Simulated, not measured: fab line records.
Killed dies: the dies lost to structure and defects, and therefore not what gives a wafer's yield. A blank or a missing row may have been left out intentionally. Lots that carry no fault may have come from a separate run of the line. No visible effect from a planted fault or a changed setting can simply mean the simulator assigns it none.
Which of the tools did it? | flow gf180mcu | Sampling: 11 lots, 33 wafers, 4 of 602 route steps

== WHAT EACH GAUGE READ, for each wafer ==
GF_V4_THK_MEAS_01.
lot  | measured     | on            | V4_CVD_00_THK (nm)
L954 | day 23 10:07 | film_metro-01 | 604 608 598
L955 | day 24 11:48 | film_metro-03 | 589 592 596
L958 | day 25 03:37 | film_metro-03 | 599 591 602
L960 | day 25 08:49 | film_metro-01 | 587 605 591
L961 | day 26 04:43 | film_metro-03 | 605 606 595
L964 | day 26 13:27 | film_metro-03 | 595 594 610
L968 | day 28 00:04 | film_metro-01 | 604 594 606
L970 | day 28 14:13 | film_metro-01 | 603 602 596
L972 | day 29 07:10 | film_metro-01 | 592 583 595
L973 | day 29 15:30 | film_metro-04 | 610 597 599
L977 | day 30 12:41 | film_metro-04 | 591 600 597

== WHICH TOOL RAN EACH LOT (tool, then ch and the chambers of the sampled wafers, then the start) ==
lot  | GF_M4_SPUTTER_02             | GF_M4_METAL_ETCH_16               | GF_M4_STRIP_17
L954 | pvd_sputter-01, day 22 10:22 | rie_metal-02 ch 0,1, day 23 09:23 | plasma_asher-01 ch 0,1, day 23 09:31
L955 | pvd_sputter-01, day 23 12:44 | rie_metal-04 ch 0,1, day 24 11:04 | plasma_asher-01 ch 0,1, day 24 11:11
L958 | pvd_sputter-03, day 24 05:14 | rie_metal-01 ch 0,1, day 25 02:53 | plasma_asher-01 ch 0,1, day 25 03:01
L960 | pvd_sputter-03, day 24 10:09 | rie_metal-01 ch 0,1, day 25 08:05 | plasma_asher-03 ch 0,1, day 25 08:13
L961 | pvd_sputter-04, day 25 05:10 | rie_metal-01 ch 0,1, day 26 03:59 | plasma_asher-04 ch 0,1, day 26 04:07
L964 | pvd_sputter-04, day 25 14:59 | rie_metal-02 ch 0,1, day 26 12:41 | plasma_asher-04 ch 0,1, day 26 12:49
L968 | pvd_sputter-01, day 27 02:52 | rie_metal-01 ch 0,1, day 27 23:11 | plasma_asher-04 ch 0,1, day 27 23:19
L970 | pvd_sputter-03, day 27 16:37 | rie_metal-01 ch 0,1, day 28 13:25 | plasma_asher-04 ch 0,1, day 28 13:32
L972 | pvd_sputter-04, day 28 11:02 | rie_metal-04 ch 0,1, day 29 06:23 | plasma_asher-01 ch 0,1, day 29 06:31
L973 | pvd_sputter-04, day 28 19:52 | rie_metal-04 ch 0,1, day 29 14:44 | plasma_asher-04 ch 0,1, day 29 14:52
L977 | pvd_sputter-03, day 29 17:01 | rie_metal-02 ch 0,1, day 30 11:56 | plasma_asher-01 ch 0,1, day 30 12:04
- GF_M4_SPUTTER_02: material AlCu, target thk 450 nm, time 23.9 s.
- GF_M4_METAL_ETCH_16: etches the open film in Cl2/BCl3, stops on SiO2, target depth 750.8 nm, time 125.1 s.
- GF_M4_STRIP_17: strips in O2/N2.

== THE ANSWER, worked out from the rows above alone ==
Rule: what is usual is taken from the lots themselves. The widest of any qualifying gaps counts: lots, ordered by their means at a reading, are off when they make up no more than a third of the lots, leave a main group of 4 or more, and stand apart from it by 3 or more times the standard deviation of that group's means. If all means in a main group match to the digits the tables above print for the reading, that group is not used. A lot without any number at a reading at which 4 lots or more have one is off too. All remaining lots with rows at the step are treated as sound.
Across all readings shown, no lot is off: no conclusion can be drawn from this.

== WHAT HAD BEEN PUT IN BY THE SIMULATOR ==
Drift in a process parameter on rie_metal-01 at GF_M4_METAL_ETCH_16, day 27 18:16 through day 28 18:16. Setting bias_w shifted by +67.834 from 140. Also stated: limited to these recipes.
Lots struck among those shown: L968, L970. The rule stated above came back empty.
